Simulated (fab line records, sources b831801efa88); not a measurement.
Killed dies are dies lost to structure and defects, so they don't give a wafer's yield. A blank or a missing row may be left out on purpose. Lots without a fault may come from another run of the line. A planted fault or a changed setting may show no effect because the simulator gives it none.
Problem report in the 8D (eight disciplines) form, filled by code | flow gf180mcu | the parts of the form that need people (team, actions taken, sign-off) are left out

1. THE PROBLEM
VT_IMPLANT_2_TW at GF_VT_IMPLANT_TW_MEAS_21 reads a mean of 1149 on 6 wafers of 2 lots; wafers without a fault read 1203 with a standard deviation of 8.8. That is -6.2 standard deviations from the usual mean.
First seen on wafer L685.2, day 9 22:38, on film_metro-03. The record holds 39 wafers of 13 lots with a number at this step. Rule for "out", or "out of limits": more than 4 standard deviations from the usual mean. The other wafers with a number count as sound.

2. WHAT IT IS AND WHAT IT IS NOT
question                    | is                           | is not
which readings at this step | VT_IMPLANT_2_TW              | -
which lots                  | L685, L686                   | L673, L675, L676, L677, L678, L679, L683, L688, L690, L691, L692
which wafers of those lots  | all that have a number       | -
read on which gauges        | film_metro-02, film_metro-03 | film_metro-01
when                        | from day 9 22:38             | up to then (21 sound wafers); but 12 sound wafers of L688, L690, L691, L692 came after

3. SUSPECTS, AND WHAT RULES EACH OUT
Counting: a tool at a process step up to the reading stays a suspect if it ran every lot that is out and no sound lot after the first of them.
- the gauge at GF_VT_IMPLANT_TW_MEAS_21: ruled out. The wafers that are out were read on 2 gauges (film_metro-02, film_metro-03).
- implanter-04 at GF_VT_IMPLANT_IMPLANT_19: kept. It ran every lot that is out, first L685 (day 9 22:24), and no sound lot after that; its last sound lot up to then is L683 (day 9 12:07). Its own readings are out on those wafers: beam_on_s, faraday_current_uA.
Left after counting: implanter-04 at GF_VT_IMPLANT_IMPLANT_19.

4. THE CAUSE (what the simulator had put in)
Process parameter drift: implanter-04, from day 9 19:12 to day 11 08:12, at GF_VT_IMPLANT_IMPLANT_19. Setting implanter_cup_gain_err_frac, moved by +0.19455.
Counting left only this tool.

5. THE CHAIN OF EFFECTS, in route order
Each row: a reading whose mean over the struck wafers that have a number lies more than 3 standard deviations from the usual. Only readings for which the record gives a usual standard deviation are gone through. hours: the time from each lot's start at the first step in this table that gives one to its start at this step, as a median over the lots. sigmas: the change in usual standard deviations.
hours | step                     | reading            | usual  | on struck wafers | change | sigmas
0     | GF_VT_IMPLANT_IMPLANT_19 | beam_on_s          | 9.99 s | 8.29             | -1.70  | -8.5
0     | GF_VT_IMPLANT_IMPLANT_19 | faraday_current_uA | 24.6   | 29.5             | +4.9   | +10
0     | GF_VT_IMPLANT_TW_MEAS_21 | VT_IMPLANT_2_TW    | 1203   | 1149             | -54    | -6.2
The process steps in it:
- GF_VT_IMPLANT_IMPLANT_19
Later measuring or inspecting steps at which every struck wafer that the step has a row for has a number for every such reading, and none has moved that far: GF_VT_IMPLANT_OVL_MEAS_29, GF_VT_IMPLANT_RS_MEAS_47.

6. WHAT WOULD HAVE CAUGHT IT SOONER
In this record the first reading out of limits at a measuring or inspecting step was taken at day 9 22:38, 3 hours after the fault began at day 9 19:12.
The tool's own readings at GF_VT_IMPLANT_IMPLANT_19 were out on every struck wafer that the step has a row for (beam_on_s, faraday_current_uA): an alarm limit on them would have fired on the first of those.
Of the lots that are out (2), L686 began GF_VT_IMPLANT_IMPLANT_19 on implanter-04 after day 9 22:38. A hold on the tool at that time would have spared it.
